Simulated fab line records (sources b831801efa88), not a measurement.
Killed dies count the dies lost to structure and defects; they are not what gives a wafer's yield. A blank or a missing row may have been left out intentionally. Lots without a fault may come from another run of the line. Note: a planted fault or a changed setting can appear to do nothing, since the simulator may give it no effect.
A struck lot beside a sound one | flow sky130 | 17 out of 708 route steps
Sound: these wafers, L763.2, L763.4, L763.6. Struck: wafers L754.1, L754.3, L754.6. The cause comes at the end.
Order at every step that has rows: each side's tool, ch and its chambers, its first start. Under that, the readings that differ: sound wafers | struck wafers | difference of the means | sigmas: that difference in standard deviations of wafers without a fault.
alike: a reading whose means differ by less than 2 such deviations, as well as words and numbers matching on both sides. not compared: withheld readings; readings where some wafer has no value; bounds like >300 that might hide an equal value; numbers whose values overlap and for which the record gives no deviation.
Wherever a step has rows on one side only, a row that says differs or no value, or a row with sigmas, the two part there. Numbers that don't overlap but have no deviation are shown without sigmas and don't part them. A reading that every wafer of one side lacks parts them only if that side has two wafers or more.

SKY_LDD_HVN_OVL_MEAS_07:
  struck on overlay-01, day 23 21:24; sound on overlay-01, day 27 11:31
  alike: LDD_HVN_OVL
then, 1 step without rows for these wafers: SKY_LDD_HVN_IMPLANT_08.
SKY_LDD_HVN_STRIP_09: strips in O2/N2.
  sound on plasmaAsher-01 ch 0,1, day 27 11:41; struck on plasmaAsher-02 ch 0,1, day 23 21:35
  alike: drypumpMotorCurrentA, oesProductAu, stripTimeToEndpointS
  not compared: rfHoursCounterH
SKY_LDD_HVN_TW_MEAS_10:
  struck on filmMetro-04, day 23 21:41; sound on filmMetro-03, day 27 11:48
reading    | sound          | struck         | difference | sigmas
LDD_HVN_TW | 1457 1453 1457 | 1437 1442 1439 | -16        | -2
then, 7 steps without rows for these wafers: SKY_LDD_HVP_DEHYDRATE_00 (time 60 s); SKY_LDD_HVP_HMDS_01 (prime time 60 s); SKY_LDD_HVP_COAT_02 (resist thk 300 nm); SKY_LDD_HVP_SOFTBAKE_03 (time 60 s); SKY_LDD_HVP_EXPOSE_04 (exposes mask HVPTM, target cd 700 nm); SKY_LDD_HVP_PEB_05; SKY_LDD_HVP_DEVELOP_06 (develop time 60 s).
SKY_LDD_HVP_OVL_MEAS_07:
  struck on overlay-01, day 25 03:17; sound on overlay-01, day 28 15:16
reading          | sound         | struck      | difference | sigmas
LDD_HVP_OVL (nm) | -1.5 -0.3 0.5 | 2.5 2.9 3.1 | +3.3       | +2
SKY_LDD_HVP_IMPLANT_08:
  sound on implanter-01 ch 0, day 28 15:19; struck on implanter-04 ch 0, day 25 03:19
reading                       | sound                      | struck                           | difference  | sigmas
beamOnS (s)                   | 9.96 10.04 10.26           | 12.34 12.34 12.71                | +2.38       | +12
endStationPressureTorr (Torr) | 5.42e-06 5.31e-06 5.13e-06 | 0.00011184 0.00012123 0.00011887 | +0.00011203 | +99 or more
faradayCurrentUA              | 96.4 95.8 93.4             | 78.6 78.2 76.1                   | -17.6       | -9
  alike: doseIonsCm2
SKY_LDD_HVP_STRIP_09: strips in O2/N2.
  sound on plasmaAsher-01 ch 0,1, day 28 15:26; struck on plasmaAsher-03 ch 0,1, day 25 03:28
  alike: drypumpMotorCurrentA, oesProductAu, stripTimeToEndpointS
  not compared: rfHoursCounterH
SKY_LDD_HVP_TW_MEAS_10:
  struck on filmMetro-02, day 25 03:34; sound on filmMetro-01, day 28 15:33
reading    | sound             | struck            | difference | sigmas
LDD_HVP_TW | 459.5 462.5 460.4 | 494.7 495.5 497.1 | +35.0      | +19
then, 1 step without rows for these wafers: SKY_LDD_LDN_DEHYDRATE_00 (time 60 s).
-- the record jumps here: 23 days lie between the struck wafers' starts before and after (it left off in module LDD_LDN and takes up again in module PAD_OPEN, whose first step shown is number 708 of the route) --
SKY_PAD_OPEN_PROBE_99:
  struck on prober-01, day 48 13:40; sound on prober-01, day 50 14:09
reading                      | sound          | struck         | difference | sigmas
model.etest.tip_p_5v.rsOhmSq | 2826 2813 2837 | 2437 2431 2439 | -390       | 
  alike: killed_at_M0_to_M3, killed_at_M4_up, killedAtContacts, killedAtFrontEnd, killedAtOther, killedDies, killedOpen, killedShort

== WHERE THEY PART ==
At SKY_LDD_HVN_TW_MEAS_10 first; at SKY_LDD_HVP_TW_MEAS_10 last (within this record only). Later steps at which nothing parts them and some readings are alike: SKY_PAD_OPEN_PROBE_99.

WHY: whatever the simulator had introduced
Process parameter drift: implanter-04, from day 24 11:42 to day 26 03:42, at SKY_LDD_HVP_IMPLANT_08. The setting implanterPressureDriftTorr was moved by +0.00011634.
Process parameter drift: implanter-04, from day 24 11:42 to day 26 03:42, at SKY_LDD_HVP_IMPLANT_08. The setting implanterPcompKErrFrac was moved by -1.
